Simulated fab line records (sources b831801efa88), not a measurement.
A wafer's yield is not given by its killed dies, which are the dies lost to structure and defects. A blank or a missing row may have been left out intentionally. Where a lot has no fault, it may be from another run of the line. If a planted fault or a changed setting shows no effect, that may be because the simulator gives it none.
Which tool is to blame? ; flow sky130 ; 12 lots with 36 wafers sampled at 5 steps, on a route of 708 steps

WHAT THE GAUGES SHOWED, per wafer
SKY_NWELL_THK_MEAS_02. Usual: NWELL_OXIDATION_THK typically reads 9.97 nm, with standard deviation 0.2.
lot;measured;on;NWELL_OXIDATION_THK (nm);flag
L752;day 2 14:02;film_metro-03;9.88 9.94 9.87;
L754;day 2 23:36;film_metro-03;10.04 9.94 9.95;
L755;day 3 06:14;film_metro-03;9.79 9.44 9.61;
L756;day 3 10:27;film_metro-03;10.07 9.98 9.66;
L757;day 3 15:16;film_metro-02;10.19 10.36 10.30;
L759;day 4 05:14;film_metro-02;9.98 9.91 10.22;
L763;day 5 05:26;film_metro-02;10.01 10.03 9.92;
L761;day 5 05:27;film_metro-03;10.37 10.18 10.28;
L771;day 6 18:46;film_metro-03;10.16 9.92 9.83;
L772;day 6 23:11;film_metro-02;9.83 9.70 9.94;
L774;day 7 09:02;film_metro-01;10.18 10.10 10.13;
L775;day 7 13:59;film_metro-02;10.41 10.10 10.15;

SKY_VT_ADJUST_PCH_TW_MEAS_10. Usual: VT_ADJUST_PCH_TW typically reads 143.5, with standard deviation 0.75.
lot;measured;on;VT_ADJUST_PCH_TW;flag
L752;day 10 06:34;film_metro-04;143.3 143.0 143.0;
L754;day 10 23:02;film_metro-02;143.5 142.5 142.8;
L755;day 11 05:14;film_metro-04;142.2 142.9 143.1;
L756;day 11 09:37;film_metro-03;145.1 145.0 144.5;
L757;day 11 17:47;film_metro-04;142.8 142.0 142.9;
L759;day 12 11:41;film_metro-04;143.5 142.9 143.8;
L763;day 14 05:20;film_metro-04;143.1 143.3 142.9;
L761;day 14 03:20;film_metro-03;144.9 144.1 144.3;
L771;day 16 12:38;film_metro-04;137.1 137.9 137.8;OFF
L772;day 16 22:14;film_metro-03;138.1 138.0 138.0;OFF
L774;day 17 12:58;film_metro-04;144.0 143.5 144.2;
L775;day 17 15:35;film_metro-04;143.1 144.2 143.7;

SKY_LI_CONTACT_OVL_MEAS_13. Usual: LI_CONTACT_OVL typically reads -2 nm, with standard deviation 4.8.
lot;measured;on;LI_CONTACT_OVL (nm);flag
L752;day 28 21:31;overlay-02;-8 -7 -4;
L754;day 29 15:57;overlay-01;1 -1 -1;
L755;day 29 20:41;overlay-02;3 0 -2;
L756;day 30 03:52;overlay-02;1 -8 4;
L757;day 30 13:49;overlay-01;5 0 1;
L759;day 31 12:00;overlay-02;3 1 1;
L763;day 33 15:16;overlay-02;-1 -3 -3;
L761;day 33 04:38;overlay-02;0 -3 1;
L771;day 35 21:29;overlay-02;-1 -4 -2;
L772;day 36 03:26;overlay-02;4 1 8;
L774;day 36 06:46;overlay-02;0 -2 6;
L775;day 36 09:50;overlay-02;-10 -2 -10;

TOOL THAT RAN EACH LOT (tool first, then ch and the chambers of the sampled wafers, then the start)
lot;SKY_VT_ADJUST_HVTP_STRIP_10;SKY_VT_ADJUST_PCH_IMPLANT_08
L752;plasma_asher-02 ch 0,1, day 6 01:04;implanter-04 ch 0, day 10 06:19
L754;plasma_asher-01 ch 0,1, day 6 13:17;implanter-02 ch 0, day 10 22:49
L755;plasma_asher-01 ch 0,1, day 6 22:13;implanter-03 ch 0, day 11 04:59
L756;plasma_asher-04 ch 0,1, day 6 23:28;implanter-02 ch 0, day 11 09:22
L757;plasma_asher-01 ch 0,1, day 7 07:13;implanter-04 ch 0, day 11 17:32
L759;plasma_asher-04 ch 0,1, day 7 23:34;implanter-02 ch 0, day 12 11:28
L763;plasma_asher-02 ch 1, day 9 06:28;implanter-04 ch 0, day 14 05:07
L761;plasma_asher-02 ch 0,1, day 9 05:08;implanter-02 ch 0, day 14 03:08
L771;plasma_asher-02 ch 0,1, day 11 03:03;implanter-02 ch 0, day 16 12:23
L772;plasma_asher-04 ch 0,1, day 11 10:40;implanter-02 ch 0, day 16 21:59
L774;plasma_asher-01 ch 0,1, day 11 23:00;implanter-03 ch 0, day 17 12:43
L775;plasma_asher-04 ch 0, day 12 02:34;implanter-04 ch 0, day 17 15:20
- SKY_VT_ADJUST_HVTP_STRIP_10: strips in O2/N2.
- SKY_VT_ADJUST_PCH_IMPLANT_08

WHAT THE TOOLS THEMSELVES READ (means of the sampled wafers that have a number; where no wafer has one, the mark that the record gives instead)
SKY_VT_ADJUST_HVTP_STRIP_10. Usual: drypump_motor_current_A 5.5 A, standard deviation 0.37; oes_product_au 0.715 a.u., standard deviation 0.0045; strip_time_to_endpoint_s 14.18 s, standard deviation 0.041.
lot;tool;drypump_motor_current_A (A);oes_product_au (a.u.);strip_time_to_endpoint_s (s);flag
L752;plasma_asher-02;5.0;0.716;14.16;
L754;plasma_asher-01;5.4;0.717;14.16;
L755;plasma_asher-01;5.3;0.717;14.18;
L756;plasma_asher-04;5.9;0.715;14.24;
L757;plasma_asher-01;5.4;0.716;14.15;
L759;plasma_asher-04;5.8;0.717;14.25;
L763;plasma_asher-02;4.7;0.716;14.17;
L761;plasma_asher-02;5.0;0.717;14.16;
L771;plasma_asher-02;5.0;0.717;14.25;
L772;plasma_asher-04;5.8;0.708;14.16;
L774;plasma_asher-01;5.3;0.714;14.20;
L775;plasma_asher-04;5.9;0.720;14.18;

SKY_VT_ADJUST_PCH_IMPLANT_08. Usual: dose_ions_cm2 5e+11, standard deviation 5.3e+08; faraday_current_uA 2.83, standard deviation 0.051.
lot;tool;dose_ions_cm2;faraday_current_uA;flag
L752;implanter-04;5e+11;2.81;
L754;implanter-02;5e+11;2.81;
L755;implanter-03;5e+11;2.87;
L756;implanter-02;5e+11;2.83;
L757;implanter-04;5e+11;2.85;
L759;implanter-02;5e+11;2.88;
L763;implanter-04;5e+11;2.83;
L761;implanter-02;5e+11;2.86;
L771;implanter-02;4e+11;2.38;OFF
L772;implanter-02;4e+11;2.41;OFF
L774;implanter-03;5e+11;2.83;
L775;implanter-04;5e+11;2.79;

THE ANSWER, worked out from the rows above alone
Rule: a lot counts as off when the mean over its wafers that have a number is more than 3 standard deviations away from the usual mean. A lot without any number at a reading at which 4 lots or more have one is off too. All remaining lots with rows at the step are treated as sound. Order of review: gauges by route order, followed by the tools' own readings, for which a lot's mean as printed above is used. At the first step where some lot is off, the reading lying furthest off is the one used; lots without a number count as furthest.
Off: at SKY_VT_ADJUST_PCH_TW_MEAS_10 (VT_ADJUST_PCH_TW), L771, L772.
If a tool, at a process step before that reading, ran all the lots that are off and no sound lot after the first of them, it fits. The gauges at SKY_VT_ADJUST_PCH_TW_MEAS_10 aren't tried: what is off there is off at SKY_VT_ADJUST_PCH_IMPLANT_08 too, on other tools, and a gauge's error can't cause that. One fits: SKY_VT_ADJUST_PCH_IMPLANT_08 on implanter-02. A fault onset in the window from L761 (day 14 03:08, its last sound lot) to L771 (day 16 12:23, its first lot off) fits.
The tool's own readings at SKY_VT_ADJUST_PCH_IMPLANT_08 bear it out: on the lots that are off they differ by more than 5 times the standard deviation of the sound lots' means. dose_ions_cm2 reads 4e+11 there against 5e+11 on the sound lots; faraday_current_uA reads 2.40 there against 2.84 on the sound lots.

WHAT THE SIMULATOR PUT IN
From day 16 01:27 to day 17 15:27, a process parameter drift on implanter-02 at SKY_VT_ADJUST_PCH_IMPLANT_08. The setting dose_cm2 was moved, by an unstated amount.
Shown lots that were struck: L771, L772. Same finding as the rule above.
